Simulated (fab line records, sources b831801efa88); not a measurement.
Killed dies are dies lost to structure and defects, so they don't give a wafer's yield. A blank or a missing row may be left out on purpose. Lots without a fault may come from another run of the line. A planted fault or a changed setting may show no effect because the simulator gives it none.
One fault seen from 2 desks | flow gf180mcu | each desk has only its own numbers; what lay behind them comes last

THE METROLOGY DESK
What the gauges read, lot by lot, whatever tool the lot ran on: means of the sampled wafers that have a number. A lot is out of limits, marked OUT, if its mean lies more than 4 standard deviations from the usual mean; the brackets give that distance.
Columns: A = VT_IMPLANT_TW at GF_VT_IMPLANT_TW_MEAS_10, usual 559; B = SALICIDE_TIN_THK at GF_SALICIDE_THK_MEAS_05, usual 20.18 nm; C = M1_ALCU_RS at GF_M1_RS_MEAS_05, usual 0.0699 ohm/sq
lot  | first seen here | A   | B                | C
L501 | day 5 17:55     | 555 | 20.14            | 0.0681
L502 | day 5 23:17     | 556 | 20.10            | 0.0711
L503 | day 6 03:23     | 556 | 20.01            | 0.0691
L504 | day 6 13:38     | 557 | 19.91            | 0.0703
L505 | day 6 18:44     | 556 | 20.28            | 0.0701
L511 | day 8 02:43     | 551 | 20.18            | 0.0708
L514 | day 8 21:11     | 573 | 18.92 (-4.8) OUT | 0.0709
L516 | day 9 10:35     | 574 | 20.22            | 0.0697
L517 | day 9 17:47     | 573 | 20.46            | 0.0699
L518 | day 9 23:37     | 557 | 19.93            | 0.0715
L519 | day 10 04:54    | 556 | 20.39            | 0.0693
L523 | day 11 04:17    | 550 | 20.21            | 0.0684
L524 | day 11 14:24    | 558 | 20.34            | 0.0706
This desk's finding: out of limits on L514; first on L514, day 19 16:28 (SALICIDE_TIN_THK at GF_SALICIDE_THK_MEAS_05). In limits: L501, L502, L503, L504, L505, L511, L516, L517, L518, L519, L523, L524.

THE TOOL OWNER'S DESK: pvd_sputter-01
The tool's own readings at GF_SALICIDE_SPUTTER_03 (material TiN, target thk 20 nm, time 16.7 s): means of the sampled wafers that have a number, for each lot that ran on this tool. A lot is out of limits, marked OUT, if its mean lies more than 4 standard deviations from the usual mean; the brackets give that distance.
Columns: A = throttle_valve_pct at GF_SALICIDE_SPUTTER_03, usual 29.7 %
lot  | first seen here | A
L503 | day 15 16:03    | 28.8
L505 | day 16 19:22    | 31.0
L514 | day 19 16:19    | 30.0
This desk's finding: nothing out of limits on any of the 3 lots.

PUT TOGETHER
The metrology desk could have raised an alarm at day 19 16:28, on L514.
The tool owner's desk saw nothing out of limits.
The tool owner's desk has L514 on record, within its limits.
Of the lots named, all ran GF_SALICIDE_SPUTTER_03 on pvd_sputter-01.

WHAT THE SIMULATOR HAD PUT IN
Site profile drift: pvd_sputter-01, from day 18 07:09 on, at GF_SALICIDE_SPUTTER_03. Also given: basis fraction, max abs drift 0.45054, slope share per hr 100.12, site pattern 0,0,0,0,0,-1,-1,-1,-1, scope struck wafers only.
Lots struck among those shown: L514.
Hours from the fault's start to each desk's first reading out of limits: the metrology desk, 33.
